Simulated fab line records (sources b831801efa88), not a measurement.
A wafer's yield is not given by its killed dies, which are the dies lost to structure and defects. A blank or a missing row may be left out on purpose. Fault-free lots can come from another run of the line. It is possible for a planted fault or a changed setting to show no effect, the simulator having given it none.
Chamber matching | flow gf180mcu | GF_V5_ETCH_16 on rie-diel-01 has 4 sister chambers
The step etches BARC in N2/H2. 8 wafers are shown with their chamber, then 7 later ones without.

== WAFERS WITH THEIR CHAMBER ==
wafer  | chamber | oes-product-au (a.u.) | throttle-valve-pct (%)
L089.2 | 1       | 0.859                 | 13.218
L089.4 | 2       | 0.854                 | 13.220
L089.6 | 0       | 0.849                 | 13.240
L094.1 | 1       | 0.850                 | 13.224
L094.2 | 2       | 0.847                 | 13.221
L094.3 | 3       | 0.848                 | 13.237
L094.4 | 0       | 0.848                 | 13.228
L094.5 | 3       | 0.849                 | 13.222

== WAFERS MISSING THEIR CHAMBER ==
wafer  | oes-product-au (a.u.) | throttle-valve-pct (%)
L094.6 | 0.856                 | 13.229
L095.1 | 0.859                 | 13.211
L095.3 | 0.852                 | 13.229
L095.4 | 0.843                 | 13.225
L097.3 | 0.849                 | 13.235
L097.4 | 0.851                 | 13.235
L097.5 | 0.858                 | 13.222

== WHICH CHAMBER EACH WENT THROUGH ==
wafer  | from the rows above               | in truth
L094.6 | can't be placed: 1 or 2 or 3 or 0 | 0
L095.1 | can't be placed: 1 or 2 or 3      | 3
L095.3 | can't be placed: 3 or 0 or 2 or 1 | 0
L095.4 | can't be placed: 3 or 0 or 2 or 1 | 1
L097.3 | can't be placed: 0 or 3 or 2      | 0
L097.4 | can't be placed: 0 or 3 or 2 or 1 | 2
L097.5 | can't be placed: 1 or 2 or 3      | 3
0 of 7 placed correctly. Not placeable from these rows: 7 (in 7, the candidates include the true chamber). Number placed wrongly: 0.
How it was worked out, from the rows above alone: a wafer's distance from a chamber is the root of the sum, over the readings, of the square of ((its reading less the chamber's mean) divided by the reading's scatter). If the next closest chamber is less than 2 further off than the closest, the wafer can't be placed; otherwise it belongs to the closest. A chamber's mean is the mean of its shown wafers. The scatter is the square root of a quotient: the sum, over the shown wafers, of each reading's squared deviation from its chamber's mean, divided by wafers minus chambers.
